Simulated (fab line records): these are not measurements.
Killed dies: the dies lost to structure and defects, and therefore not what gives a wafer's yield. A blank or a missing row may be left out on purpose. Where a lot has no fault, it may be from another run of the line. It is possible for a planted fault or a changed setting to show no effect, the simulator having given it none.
fab line records	flow sky130
record lots=24	wafers=72	last-day=50
route steps=708 shown RES_XHIGH@341 LI_CONTACT@363 CONTACT@407 METAL2@503
lots that met no fault: taken from a fault-free run of the same line
start-h: start of the lot's first displayed wafer, in hours after the record's first day	wait-h: hours since the lot's step before	" as in the row above	L1.1+2: a single row standing in for several wafers	- value missing, or start not given	* or withheld: withheld	< > ~ a bound
route shown NAME@n: names a module that has steps shown in the file, with the first one's number in the route	usual: mean/standard deviation of fault-free wafers	same: alike in all rows	chamber/n: place in a boat	sites: per-site readings	_std_site: the standard deviation of these	_edge_site: inner sites' mean taken away from outer sites' mean	radius-mm: for every site, how far away it sits from the centre of the wafer	mask NAME#n: copy n	behind: the last tool/chamber to shape the wafer	hold: the reason the lot was held/the length of the hold in hours/how it ended	device: which transistor (n, p or np) failed to switch	end of line: tests run on the same wafers once the route is complete	where a step has no rows: the recipe by itself	killed: the dies lost at the first sort to structure and to defects; this is not the yield of the wafer	map: a wafer's dies, x killed, . not, _ none there
set.NAME: setting as actually run; set.NAME@STEP: the setting as run at that earlier step	model.NAME: the simulator's own value behind a step, which no gauge read
one table for each step of the route and one row for each wafer, over a sample of lots
services: when a tool's chamber went out of use (start-h, in hours from the record's first day, below 0 if earlier), for how many hours, and the reason
## steps
# step SKY_RES_XHIGH_TW_MEAS_09
# usual RES_XHIGH_TW=1648/15
lot.wafer	tool	chamber	start-h	wait-h	RES_XHIGH_TW
L074.1	film-metro-03	-	612.91	0.1	1663
L074.5	"	-	"	"	1672
L074.6	"	-	"	"	1667
L075.1	film-metro-01	-	623.70	0.1	1620
L075.2	"	-	"	"	1624
L075.5	"	-	"	"	1623
L076.1	film-metro-01	-	636.25	0.1	1637
L076.2	"	-	"	"	1634
L076.4	"	-	"	"	1628
L077.2	film-metro-01	-	636.56	0.1	1615
L077.4	"	-	"	"	1621
L077.5	"	-	"	"	1629
L078.3	film-metro-03	-	645.82	0.1	1653
L078.4	"	-	"	"	1656
L078.6	"	-	"	"	1663
L079.2	film-metro-01	-	661.86	0.1	1626
L079.4	"	-	"	"	1625
L079.5	"	-	"	"	1625
L080.3	film-metro-04	-	662.63	0.1	1660
L080.5	"	-	"	"	1653
L080.6	"	-	"	"	1646
L081.2	film-metro-04	-	671.27	0.1	1652
L081.5	"	-	"	"	1649
L081.6	"	-	"	"	1654
L082.3	film-metro-04	-	676.58	0.1	1642
L082.4	"	-	"	"	1648
L082.5	"	-	"	"	1645
L083.4	film-metro-03	-	692.93	0.1	1646
L083.5	"	-	"	"	1641
L083.6	"	-	"	"	1666
L084.3	film-metro-03	-	698.88	0.1	1649
L084.5	"	-	"	"	1653
L084.6	"	-	"	"	1659
L085.1	film-metro-03	-	700.55	0.1	1661
L085.3	"	-	"	"	1657
L085.5	"	-	"	"	1665
L086.2	film-metro-01	-	716.72	0.1	1638
L086.3	"	-	"	"	1638
L086.6	"	-	"	"	1631
L087.2	film-metro-03	-	725.62	0.1	1655
L087.5	"	-	"	"	1657
L087.6	"	-	"	"	1662
L088.1	film-metro-01	-	731.56	0.1	1629
L088.2	"	-	"	"	1621
L088.5	"	-	"	"	1626
L089.2	film-metro-04	-	778.66	0.1	1651
L089.3	"	-	"	"	1653
L089.5	"	-	"	"	1659
L090.3	film-metro-04	-	780.17	0.1	1657
L090.4	"	-	"	"	1662
L090.6	"	-	"	"	1652
L092.2	film-metro-04	-	781.62	0.1	1657
L092.3	"	-	"	"	1651
L092.6	"	-	"	"	1656
L093.1	film-metro-03	-	783.11	0.1	1655
L093.2	"	-	"	"	1670
L093.3	"	-	"	"	1665
L091.1	film-metro-04	-	783.15	0.1	1652
L091.3	"	-	"	"	1650
L091.4	"	-	"	"	1658
L095.2	film-metro-04	-	785.86	0.1	1657
L095.3	"	-	"	"	1653
L095.5	"	-	"	"	1656
L094.2	film-metro-03	-	786.97	0.1	1667
L094.4	"	-	"	"	1655
L094.6	"	-	"	"	1666
L096.2	film-metro-04	-	789.71	0.1	1642
L096.3	"	-	"	"	1655
L096.5	"	-	"	"	1650
L097.2	film-metro-01	-	801.41	0.1	1611
L097.5	"	-	"	"	1624
L097.6	"	-	"	"	1619
# step SKY_LI_CONTACT_THK_MEAS_01
# recipe reads=PSG_of_LI_CONTACT_HDPCVD_00
# usual LI_CONTACT_HDPCVD_THK=931/11
lot.wafer	tool	chamber	start-h	wait-h	LI_CONTACT_HDPCVD_THK[nm]
L074.1	film-metro-04	-	643.22	0.1	938
L074.5	"	-	"	"	908
L074.6	"	-	"	"	941
L075.1	film-metro-04	-	653.08	0.1	934
L075.2	"	-	"	"	945
L075.5	"	-	"	"	968
L076.1	film-metro-01	-	665.73	0.1	946
L076.2	"	-	"	"	927
L076.4	"	-	"	"	931
L077.2	film-metro-03	-	665.89	0.1	929
L077.4	"	-	"	"	929
L077.5	"	-	"	"	927
L078.3	film-metro-04	-	674.85	0.1	921
L078.4	"	-	"	"	932
L078.6	"	-	"	"	923
L079.2	film-metro-03	-	690.29	0.1	941
L079.4	"	-	"	"	934
L079.5	"	-	"	"	948
L080.3	film-metro-03	-	691.52	0.1	945
L080.5	"	-	"	"	939
L080.6	"	-	"	"	918
L081.2	film-metro-04	-	700.39	0.1	924
L081.5	"	-	"	"	944
L081.6	"	-	"	"	938
L082.3	film-metro-01	-	704.90	0.1	938
L082.4	"	-	"	"	921
L082.5	"	-	"	"	937
L083.4	film-metro-04	-	722.01	0.0	951
L083.5	"	-	"	"	912
L083.6	"	-	"	"	930
L084.3	film-metro-01	-	727.46	0.1	932
L084.5	"	-	"	"	920
L084.6	"	-	"	"	935
L085.1	film-metro-01	-	728.58	0.1	944
L085.3	"	-	"	"	940
L085.5	"	-	"	"	929
L086.2	film-metro-04	-	745.09	0.1	931
L086.3	"	-	"	"	909
L086.6	"	-	"	"	920
L087.2	film-metro-01	-	753.83	0.1	929
L087.5	"	-	"	"	930
L087.6	"	-	"	"	900
L088.1	film-metro-03	-	759.97	0.1	937
L088.2	"	-	"	"	921
L088.5	"	-	"	"	953
L089.2	film-metro-03	-	806.38	0.1	928
L089.3	"	-	"	"	936
L089.5	"	-	"	"	922
L090.3	film-metro-04	-	807.04	0.1	922
L090.4	"	-	"	"	919
L090.6	"	-	"	"	923
L092.2	film-metro-01	-	808.83	0.1	945
L092.3	"	-	"	"	938
L092.6	"	-	"	"	943
L093.1	film-metro-04	-	810.69	0.1	926
L093.2	"	-	"	"	933
L093.3	"	-	"	"	922
L091.1	film-metro-04	-	810.99	0.1	933
L091.3	"	-	"	"	936
L091.4	"	-	"	"	921
L095.2	film-metro-03	-	812.94	0.1	937
L095.3	"	-	"	"	934
L095.5	"	-	"	"	915
L094.2	film-metro-03	-	814.09	0.1	916
L094.4	"	-	"	"	915
L094.6	"	-	"	"	929
L096.2	film-metro-04	-	816.89	0.1	942
L096.3	"	-	"	"	924
L096.5	"	-	"	"	937
L097.2	film-metro-04	-	828.89	0.1	927
L097.5	"	-	"	"	927
L097.6	"	-	"	"	930
# step SKY_LI_CONTACT_ETCH_14
# recipe chemistry=N2/H2	target=BARC	ion-energy-ev=200	source-w=500	bias-w=100	pressure-mtorr=30	n2-flow-sccm=100	h2-flow-sccm=200	stop-on=SiO2	time-s=45.9	target-depth-a=600
# usual drypump-motor-current-A=5.6/0.46	oes-product-au=0.854/0.0045	throttle-valve-pct=13.225/0.009
lot.wafer	tool	chamber	start-h	wait-h	drypump-motor-current-A	oes-product-au	rf-hours-counter-h	throttle-valve-pct
L074.1	rie-diel-01	0	671.82	0.0	6.1	0.853	41	13.222
L074.5	"	2	"	"	4.8	0.856	-	13.238
L074.6	"	3	"	"	5.8	0.854	-	13.216
L075.1	rie-diel-01	2	681.31	0.0	4.9	0.850	13	13.228
L075.2	"	3	"	"	5.8	0.854	8	13.222
L075.5	"	3	"	"	5.8	0.858	-	13.222
L076.1	rie-diel-02	2	693.72	0.0	5.7	0.852	16	13.222
L076.2	"	1	"	"	5.7	0.856	34	13.241
L076.4	"	3	"	"	5.8	0.853	-	13.219
L077.2	rie-diel-03	1	694.07	0.0	5.6	0.852	29	13.225
L077.4	"	3	"	"	5.4	0.856	-	13.230
L077.5	"	1	"	"	5.6	0.854	-	13.235
L078.3	rie-diel-03	2	702.77	0.0	6.4	0.851	3	13.225
L078.4	"	0	"	"	5.7	0.851	4	13.231
L078.6	"	0	"	"	5.7	0.863	-	13.217
L079.2	rie-diel-03	3	718.16	0.0	5.4	0.854	15	13.230
L079.4	"	1	"	"	5.6	0.845	30	13.236
L079.5	"	1	"	"	5.6	0.852	-	13.228
L080.3	rie-diel-01	0	720.42	0.0	6.1	0.858	42	13.216
L080.5	"	0	"	"	6.1	0.848	-	13.245
L080.6	"	2	"	"	4.9	0.849	-	13.225
L081.2	rie-diel-03	3	727.91	0.0	5.4	0.862	15	13.219
L081.5	"	0	"	"	5.6	0.864	-	13.231
L081.6	"	3	"	"	5.4	0.864	-	13.212
L082.3	rie-diel-02	1	732.61	0.0	5.7	0.858	34	13.244
L082.4	"	3	"	"	5.8	0.851	41	13.225
L082.5	"	0	"	"	5.1	0.856	-	13.227
L083.4	rie-diel-01	0	749.37	0.0	6.1	0.855	43	13.233
L083.5	"	1	"	"	4.8	0.856	-	13.229
L083.6	"	2	"	"	4.9	0.854	-	13.213
L084.3	rie-diel-03	2	754.76	0.0	6.4	0.845	4	13.222
L084.5	"	2	"	"	6.4	0.855	-	13.221
L084.6	"	3	"	"	5.4	0.851	-	13.240
L085.1	rie-diel-03	3	755.76	0.0	5.4	0.857	16	13.214
L085.3	"	1	"	"	5.6	0.848	31	13.227
L085.5	"	1	"	"	5.6	0.858	-	13.219
L086.2	rie-diel-02	0	772.96	0.0	5.1	0.860	2	13.233
L086.3	"	2	"	"	5.7	0.853	18	13.225
L086.6	"	2	"	"	5.7	0.857	-	13.227
L087.2	rie-diel-01	2	781.47	0.0	4.9	0.853	16	13.228
L087.5	"	3	"	"	5.8	0.851	-	13.211
L087.6	"	1	"	"	4.8	0.853	-	13.221
L088.1	rie-diel-03	0	787.21	0.0	5.7	0.860	6	13.239
L088.2	"	3	"	"	5.4	0.858	17	13.223
L088.5	"	1	"	"	5.6	0.852	-	13.233
L089.2	rie-diel-01	1	833.37	0.0	4.8	0.844	16	13.233
L089.3	"	0	"	"	6.1	0.853	0	13.226
L089.5	"	3	"	"	5.9	0.854	-	13.227
L090.3	rie-diel-03	2	833.72	0.0	6.3	0.849	6	13.213
L090.4	"	2	"	"	6.4	0.848	-	13.231
L090.6	"	0	"	"	5.6	0.853	-	13.199
L092.2	rie-diel-03	2	835.86	0.0	6.4	0.858	6	13.218
L092.3	"	0	"	"	5.7	0.844	7	13.223
L092.6	"	2	"	"	6.4	0.848	-	13.229
L093.1	rie-diel-02	2	838.11	0.0	5.7	0.853	20	13.211
L093.2	"	0	"	"	5.1	0.853	4	13.223
L093.3	"	3	"	"	5.8	0.847	1	13.237
L091.1	rie-diel-01	2	838.46	0.0	4.9	0.855	18	13.222
L091.3	"	0	"	"	6.1	0.854	0	13.225
L091.4	"	3	"	"	5.9	0.866	12	13.237
L095.2	rie-diel-03	0	840.11	0.0	5.7	0.858	7	13.224
L095.3	"	3	"	"	5.4	0.857	18	13.231
L095.5	"	2	"	"	6.4	0.854	-	13.246
L094.2	rie-diel-02	0	841.22	0.0	5.1	0.848	4	13.230
L094.4	"	3	"	"	5.9	0.856	1	13.214
L094.6	"	2	"	"	5.7	0.853	-	13.228
L096.2	rie-diel-03	0	844.07	0.0	5.7	0.856	8	13.216
L096.3	"	2	"	"	6.4	0.851	6	13.220
L096.5	"	0	"	"	5.7	0.854	-	13.226
L097.2	rie-diel-03	3	855.17	0.0	5.4	0.861	18	13.233
L097.5	"	2	"	"	6.4	0.849	-	13.226
L097.6	"	0	"	"	5.6	0.855	-	13.219
# step SKY_LI_CONTACT_SPUTTER_19
# recipe material=Ti	target-thk-nm=20	chamber-pressure-pa=5	power-w=2500	substrate-temp-c=200	time-s=106.37
# usual cathode-dc-power-W=2500.0/0.43	chamber-pressure-pa=5.002/0.0098	throttle-valve-pct=30.1/1.4
lot.wafer	tool	chamber	start-h	wait-h	cathode-dc-power-W	chamber-pressure-pa	throttle-valve-pct
L074.1	pvd-sputter-02	-	672.24	0.0	2499.6	4.996	29.2
L074.5	"	-	"	"	2500.5	5.004	30.1
L074.6	"	-	"	"	2498.9	5.007	29.5
L075.1	pvd-sputter-01	-	681.77	0.0	2500.3	5.004	29.8
L075.2	"	-	"	"	2500.1	4.999	33.1
L075.5	"	-	"	"	2500.0	4.993	30.0
L076.1	pvd-sputter-01	-	694.16	0.0	2499.7	5.016	29.6
L076.2	"	-	"	"	2500.2	4.996	29.7
L076.4	"	-	"	"	2500.9	4.993	33.0
L077.2	pvd-sputter-02	-	694.51	0.0	2499.2	5.018	29.3
L077.4	"	-	"	"	2500.7	5.001	29.0
L077.5	"	-	"	"	2500.6	5.004	31.4
L078.3	pvd-sputter-02	-	703.19	0.0	2500.1	5.004	29.6
L078.4	"	-	"	"	2500.2	5.009	31.2
L078.6	"	-	"	"	2500.4	5.002	29.2
L079.2	pvd-sputter-01	-	718.60	0.0	2499.6	4.950	29.4
L079.4	"	-	"	"	2499.7	4.999	33.2
L079.5	"	-	"	"	2500.0	5.015	32.9
L080.3	pvd-sputter-01	-	720.86	0.0	2500.8	5.005	29.8
L080.5	"	-	"	"	2499.5	5.009	29.9
L080.6	"	-	"	"	2500.4	4.999	29.9
L081.2	pvd-sputter-04	-	728.35	0.0	2499.8	4.995	28.7
L081.5	"	-	"	"	2500.2	4.996	28.3
L081.6	"	-	"	"	2500.2	4.997	31.0
L082.3	pvd-sputter-04	-	733.03	0.0	2500.2	4.989	28.3
L082.4	"	-	"	"	2499.4	4.989	30.7
L082.5	"	-	"	"	2500.4	4.997	31.0
L083.4	pvd-sputter-02	-	749.81	0.0	2499.9	4.990	31.1
L083.5	"	-	"	"	2499.8	5.002	29.2
L083.6	"	-	"	"	2500.1	5.011	29.3
L084.3	pvd-sputter-04	-	755.20	0.0	2500.5	5.003	28.8
L084.5	"	-	"	"	2500.2	4.988	28.6
L084.6	"	-	"	"	2500.1	5.002	30.8
L085.1	pvd-sputter-01	-	756.20	0.0	2499.5	4.990	29.9
L085.3	"	-	"	"	2500.5	5.000	28.8
L085.5	"	-	"	"	2500.8	4.993	33.2
L086.2	pvd-sputter-04	-	773.38	0.0	2500.3	4.996	31.2
L086.3	"	-	"	"	2499.7	5.000	28.8
L086.6	"	-	"	"	2499.4	4.994	28.5
L087.2	pvd-sputter-02	-	781.89	0.0	2499.3	5.004	31.2
L087.5	"	-	"	"	2500.1	5.006	29.2
L087.6	"	-	"	"	2500.0	5.013	31.0
L088.1	pvd-sputter-04	-	787.63	0.0	2499.4	5.002	31.3
L088.2	"	-	"	"	2499.0	5.015	28.6
L088.5	"	-	"	"	2499.5	4.999	31.0
L089.2	pvd-sputter-01	-	833.79	0.0	2500.0	5.007	29.2
L089.3	"	-	"	"	2499.7	5.010	33.3
L089.5	"	-	"	"	2499.8	4.999	33.1
L090.3	pvd-sputter-02	-	834.14	0.0	2500.2	5.011	29.3
L090.4	"	-	"	"	2500.3	4.995	31.2
L090.6	"	-	"	"	2499.3	4.999	29.4
L092.2	pvd-sputter-01	-	836.30	0.0	2499.8	5.013	29.5
L092.3	"	-	"	"	2499.5	5.011	29.9
L092.6	"	-	"	"	2500.2	5.009	29.8
L093.1	pvd-sputter-01	-	838.53	0.0	2500.9	5.013	33.1
L093.2	"	-	"	"	2500.0	5.006	28.7
L093.3	"	-	"	"	2500.2	4.981	29.8
L091.1	pvd-sputter-02	-	838.90	0.0	2499.7	5.001	29.2
L091.3	"	-	"	"	2499.9	4.998	30.8
L091.4	"	-	"	"	2500.7	5.008	29.3
L095.2	pvd-sputter-01	-	840.53	0.0	2500.1	5.012	28.6
L095.3	"	-	"	"	2500.1	5.000	32.9
L095.5	"	-	"	"	2498.9	5.016	29.6
L094.2	pvd-sputter-01	-	841.64	0.0	2499.8	5.023	29.4
L094.4	"	-	"	"	2499.8	5.015	29.8
L094.6	"	-	"	"	2500.4	5.014	29.5
L096.2	pvd-sputter-04	-	844.49	0.0	2500.2	4.995	28.5
L096.3	"	-	"	"	2499.3	4.995	28.5
L096.5	"	-	"	"	2499.8	4.990	31.0
L097.2	pvd-sputter-01	-	855.59	0.0	2500.0	5.000	28.8
L097.5	"	-	"	"	2499.9	4.987	33.0
L097.6	"	-	"	"	2500.3	4.990	29.7
# step SKY_CONTACT_THK_MEAS_01
# recipe reads=Si3N4_of_CONTACT_CVD_00
# usual CONTACT_CVD_00_THK=75.3/1.2
lot.wafer	tool	chamber	start-h	wait-h	CONTACT_CVD_00_THK[nm]
L074.1	film-metro-03	-	701.59	-	74.4
L074.5	"	-	"	"	74.9
L074.6	"	-	"	"	75.6
L075.1	film-metro-03	-	711.06	-	76.3
L075.2	"	-	"	"	75.1
L075.5	"	-	"	"	77.9
L076.1	film-metro-02	-	723.51	-	74.9
L076.2	"	-	"	"	74.7
L076.4	"	-	"	"	75.3
L077.2	film-metro-02	-	723.97	-	73.5
L077.4	"	-	"	"	75.8
L077.5	"	-	"	"	75.1
L078.3	film-metro-01	-	731.90	-	73.5
L078.4	"	-	"	"	73.9
L078.6	"	-	"	"	75.1
L079.2	film-metro-03	-	747.75	-	73.5
L079.4	"	-	"	"	74.5
L079.5	"	-	"	"	75.0
L080.3	film-metro-03	-	749.78	-	74.0
L080.5	"	-	"	"	75.9
L080.6	"	-	"	"	77.3
L081.2	film-metro-03	-	757.82	-	74.2
L081.5	"	-	"	"	75.0
L081.6	"	-	"	"	74.8
L082.3	film-metro-03	-	761.88	-	73.7
L082.4	"	-	"	"	74.9
L082.5	"	-	"	"	74.6
L083.4	film-metro-03	-	777.94	-	76.8
L083.5	"	-	"	"	75.3
L083.6	"	-	"	"	76.1
L084.3	film-metro-01	-	783.32	-	75.7
L084.5	"	-	"	"	76.9
L084.6	"	-	"	"	78.2
L085.1	film-metro-03	-	784.46	-	75.4
L085.3	"	-	"	"	74.8
L085.5	"	-	"	"	75.2
L086.2	film-metro-01	-	801.86	-	74.8
L086.3	"	-	"	"	76.2
L086.6	"	-	"	"	75.3
L087.2	film-metro-03	-	809.88	-	73.2
L087.5	"	-	"	"	76.4
L087.6	"	-	"	"	77.2
L088.1	film-metro-02	-	815.97	-	74.7
L088.2	"	-	"	"	76.6
L088.5	"	-	"	"	77.5
L089.2	film-metro-02	-	861.12	-	74.4
L089.3	"	-	"	"	75.4
L089.5	"	-	"	"	76.8
L090.3	film-metro-03	-	861.98	-	75.6
L090.4	"	-	"	"	77.2
L090.6	"	-	"	"	76.0
L092.2	film-metro-02	-	864.21	-	74.8
L092.3	"	-	"	"	74.1
L092.6	"	-	"	"	75.5
L093.1	film-metro-02	-	866.71	-	74.3
L093.2	"	-	"	"	73.4
L093.3	"	-	"	"	74.0
L091.1	film-metro-02	-	866.95	-	76.1
L091.3	"	-	"	"	74.4
L091.4	"	-	"	"	75.4
L095.2	film-metro-03	-	868.36	-	74.5
L095.3	"	-	"	"	74.6
L095.5	"	-	"	"	75.8
L094.2	film-metro-03	-	870.37	-	74.7
L094.4	"	-	"	"	75.6
L094.6	"	-	"	"	76.6
L096.2	film-metro-03	-	871.97	-	74.8
L096.3	"	-	"	"	75.3
L096.5	"	-	"	"	76.0
L097.2	film-metro-01	-	881.96	-	77.0
L097.5	"	-	"	"	76.2
L097.6	"	-	"	"	77.3
# step SKY_METAL2_STRIP_20
# recipe chemistry=O2/N2	power-w=1400	pressure-mtorr=1500	platen-temp-c=withheld	o2-flow-sccm=3000	n2-flow-sccm=300	overash-fraction=0.5
# usual drypump-motor-current-A=5.54/0.26	oes-product-au=0.343/0.0048	strip-time-to-endpoint-s=2.70/0.046
lot.wafer	tool	chamber	start-h	wait-h	drypump-motor-current-A	oes-product-au	rf-hours-counter-h	strip-time-to-endpoint-s
L074.1	plasma-asher-04	1	814.65	0.1	5.40	0.340	69	2.70
L074.5	"	0	"	"	5.56	0.347	-	2.68
L074.6	"	1	"	"	5.42	0.342	-	2.74
L075.1	plasma-asher-04	1	824.00	0.1	5.40	0.340	70	2.71
L075.2	"	0	"	"	5.55	0.342	70	2.75
L075.5	"	0	"	"	5.58	0.352	-	2.72
L076.1	plasma-asher-04	0	834.84	0.1	5.61	0.334	71	2.68
L076.2	"	1	"	"	5.40	0.345	71	2.73
L076.4	"	1	"	"	5.39	0.345	-	2.63
L077.2	plasma-asher-02	1	836.09	0.1	5.53	0.343	102	2.71
L077.4	"	0	"	"	5.88	0.341	-	2.75
L077.5	"	0	"	"	5.87	0.348	-	2.70
L078.3	plasma-asher-04	1	845.48	0.1	5.41	0.339	-	2.70
L078.4	"	0	"	"	5.57	0.342	-	2.77
L078.6	"	1	"	"	5.42	0.344	-	2.72
L079.2	plasma-asher-03	1	858.93	0.1	5.84	0.348	12	2.67
L079.4	"	1	"	"	5.85	0.348	-	2.66
L079.5	"	0	"	"	4.83	0.347	-	2.63
L080.3	plasma-asher-04	0	860.94	0.1	5.57	0.344	-	2.72
L080.5	"	0	"	"	5.58	0.350	-	2.77
L080.6	"	1	"	"	5.43	0.338	-	2.71
L081.2	plasma-asher-04	0	868.74	0.1	5.56	0.347	75	2.76
L081.5	"	1	"	"	5.42	0.350	-	2.75
L081.6	"	0	"	"	5.59	0.337	-	2.72
L082.3	plasma-asher-02	1	872.14	0.1	5.54	0.350	-	2.71
L082.4	"	0	"	"	5.80	0.346	-	2.76
L082.5	"	0	"	"	5.86	0.341	-	2.73
L083.4	plasma-asher-04	1	887.38	0.1	5.42	0.341	-	2.78
L083.5	"	0	"	"	5.58	0.338	-	2.65
L083.6	"	1	"	"	5.40	0.335	-	2.72
L084.3	plasma-asher-04	0	892.13	0.1	5.61	0.343	-	2.73
L084.5	"	0	"	"	5.61	0.342	-	2.65
L084.6	"	1	"	"	5.45	0.347	-	2.76
L085.1	plasma-asher-04	1	893.04	0.1	5.42	0.344	77	2.73
L085.3	"	0	"	"	5.63	0.343	-	2.67
L085.5	"	0	"	"	5.62	0.341	-	2.65
L086.2	plasma-asher-02	0	906.21	0.1	5.84	0.339	110	2.72
L086.3	"	0	"	"	5.82	0.342	-	2.67
L086.6	"	1	"	"	5.56	0.347	-	2.71
L087.2	plasma-asher-04	0	916.76	0.1	5.66	0.345	79	2.62
L087.5	"	1	"	"	5.42	0.343	-	2.62
L087.6	"	0	"	"	5.63	0.334	-	2.64
L088.1	plasma-asher-03	0	920.61	0.1	4.83	0.349	18	2.73
L088.2	"	1	"	"	5.89	0.348	18	2.72
L088.5	"	0	"	"	4.82	0.345	-	2.72
L089.2	plasma-asher-02	0	960.24	0.1	5.85	0.342	115	2.70
L089.3	"	1	"	"	5.56	0.349	-	2.69
L089.5	"	1	"	"	5.55	0.348	-	2.64
L090.3	plasma-asher-02	0	964.79	0.1	5.84	0.342	-	2.74
L090.4	"	1	"	"	5.58	0.346	-	2.71
L090.6	"	0	"	"	5.85	0.345	-	2.69
L092.2	plasma-asher-04	1	966.79	0.1	5.43	0.334	84	2.61
L092.3	"	0	"	"	5.54	0.337	-	2.62
L092.6	"	1	"	"	5.41	0.336	-	2.62
L093.1	plasma-asher-02	0	968.89	0.1	5.81	0.342	115	2.69
L093.2	"	1	"	"	5.54	0.341	115	2.59
L093.3	"	0	"	"	5.80	0.338	-	2.65
L091.1	plasma-asher-04	0	968.96	0.1	5.60	0.345	84	2.68
L091.3	"	1	"	"	5.41	0.341	-	2.73
L091.4	"	0	"	"	5.62	0.336	-	2.67
L095.2	plasma-asher-02	1	970.01	0.1	5.54	0.335	116	2.69
L095.3	"	0	"	"	5.80	0.346	-	2.70
L095.5	"	1	"	"	5.54	0.336	-	2.72
L094.2	plasma-asher-03	1	970.69	0.1	5.84	0.344	23	2.73
L094.4	"	1	"	"	5.86	0.343	-	2.72
L094.6	"	0	"	"	4.83	0.341	-	2.62
L096.2	plasma-asher-02	0	973.36	0.1	5.87	0.340	116	2.74
L096.3	"	1	"	"	5.50	0.342	-	2.74
L096.5	"	1	"	"	5.55	0.344	-	2.75
L097.2	plasma-asher-03	0	980.64	0.1	4.83	0.336	25	2.70
L097.5	"	0	"	"	4.83	0.343	-	2.64
L097.6	"	1	"	"	5.83	0.346	-	2.67
## services
tool	chamber	start-h	hours	kind
rie-diel-03	3	648.72	22.8	repair
pvd-sputter-01	-	671.79	7.3	repair
rie-diel-03	3	686.25	5.6	repair
rie-diel-03	0	691.78	2.7	repair
rie-diel-03	1	711.09	3.8	repair
plasma-asher-04	-	717.00	14.6	pm
rie-diel-01	3	719.05	9.7	repair
rie-diel-03	0	769.39	13.0	repair
rie-diel-01	0	775.48	26.3	repair
rie-diel-01	1	794.19	12.3	repair
rie-diel-03	3	815.33	17.0	repair
pvd-sputter-02	-	823.22	1.2	repair
rie-diel-03	1	824.74	5.7	repair
plasma-asher-04	-	859.55	1.1	repair
pvd-sputter-02	-	864.32	10.7	repair
rie-diel-01	2	880.94	21.7	repair
rie-diel-03	2	884.18	3.3	repair
rie-diel-03	2	891.33	4.2	repair
rie-diel-01	0	897.40	9.5	repair
rie-diel-03	-	908.74	0.5	repair
rie-diel-01	1	912.17	9.8	repair
rie-diel-03	1	935.51	2.7	repair
rie-diel-01	1	942.67	14.7	repair
rie-diel-03	-	954.04	1.1	repair
## key
fault none
